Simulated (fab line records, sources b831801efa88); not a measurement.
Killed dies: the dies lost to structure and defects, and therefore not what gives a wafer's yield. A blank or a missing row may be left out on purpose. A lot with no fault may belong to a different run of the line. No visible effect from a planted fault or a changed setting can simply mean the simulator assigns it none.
A lot that was struck, set against a sound lot || flow sky130 || 15 steps out of a route of 708
Sound: wafers L173.1, L173.2, L173.4. Struck: wafer L185.5. (L185.4, L185.6 of the same lot were not struck and are left out.) The cause comes at the end.
Order at every step that has rows: each side's tool, ch and its chambers, its first start. Under that, the readings that differ: sound wafers || struck wafers || difference of the means || sigmas: that difference in standard deviations of wafers without a fault.
alike: readings whose means differ by less than 2 such deviations, and words and numbers that are the same on both sides. not compared: withheld readings, readings that some wafer has no value for, bounds like >300 that may hide the same value, and numbers for which the record gives no deviation and whose values overlap.
Wherever a step has rows on one side only, a row that says differs or no value, or a row with sigmas, the two part there. Numbers that have no deviation but don't overlap get no sigmas and don't part them. Lack of a reading on every wafer of one side parts them only where that side has two or more wafers.

SKY_METAL2_STRIP_20: strips in O2/N2.
  sound on plasma asher-04 ch 0,1, day 35 08:56; struck on plasma asher-02 ch 1, day 39 11:14
  alike: drypump motor current A, oes product au, strip time to endpoint s
  not compared: rf hours counter h
then, 4 steps without rows for these wafers: SKY_METAL2_STRIP_21 (strips in post etch residue remover, time 1200 s); SKY_METAL2_CLEAN_22 (cleans in IPA, time 180 s); SKY_METAL2_CLEAN_23 (cleans in O3/DIW); SKY_VIA2_HDPCVD_00 (deposits SiO2, target thk 1180 nm, time 196.7 s).
SKY_VIA2_THK_MEAS_01:
  sound on film metro-01, day 35 10:05; struck on film metro-04, day 39 11:58
  alike: VIA2_HDPCVD_THK
SKY_VIA2_CMP_02: polishes SiO2.
  sound on cmp-01 ch 0,1,3, day 35 10:09; struck on cmp-02 ch 1, day 39 11:59
  alike: motor current A
SKY_VIA2_BOW_MEAS_03:
  sound on film metro-01, day 35 10:27; struck on film metro-01, day 39 12:21
  alike: VIA2_BOW
then, 4 steps without rows for these wafers: SKY_VIA2_DEHYDRATE_04 (time 60 s); SKY_VIA2_HMDS_05 (prime time 60 s); SKY_VIA2_COAT_06 (resist thk 60 nm); SKY_VIA2_COAT_07 (resist thk 450 nm).
SKY_VIA2_SOFTBAKE_08: time 90 s.
  sound on litho track-03 ch 0, day 35 23:00; struck on litho track-04 ch 0, day 40 01:00
{"reading": "heater power total W (W)", "sound": "57.38 57.47 57.37", "struck": 59.90, "difference": "+2.49", "sigmas": "+23"}
{"reading": "run length s (s)", "sound": "119.37 119.09 119.14", "struck": 106.82, "difference": -12.38, "sigmas": -95}
then, 1 step without rows for these wafers: SKY_VIA2_EXPOSE_09 (exposes mask VIM2, target cd 200 nm).
-- the record jumps here: 9 days lie between the struck wafers' starts before and after (it left off in module VIA2 and takes up again in module PAD_OPEN, whose first step shown is number 708 of the route) --
SKY_PAD_OPEN_PROBE_99:
  only the struck wafers here have rows in the record (prober-01, day 49 03:59); the sound ones have none

## WHERE THEY PART
At SKY_VIA2_SOFTBAKE_08 first; at SKY_PAD_OPEN_PROBE_99 last (within this record only).

WHY: what the simulator had put in
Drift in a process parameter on litho track-04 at SKY_VIA2_SOFTBAKE_08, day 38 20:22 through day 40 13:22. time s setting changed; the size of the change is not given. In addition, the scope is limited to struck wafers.
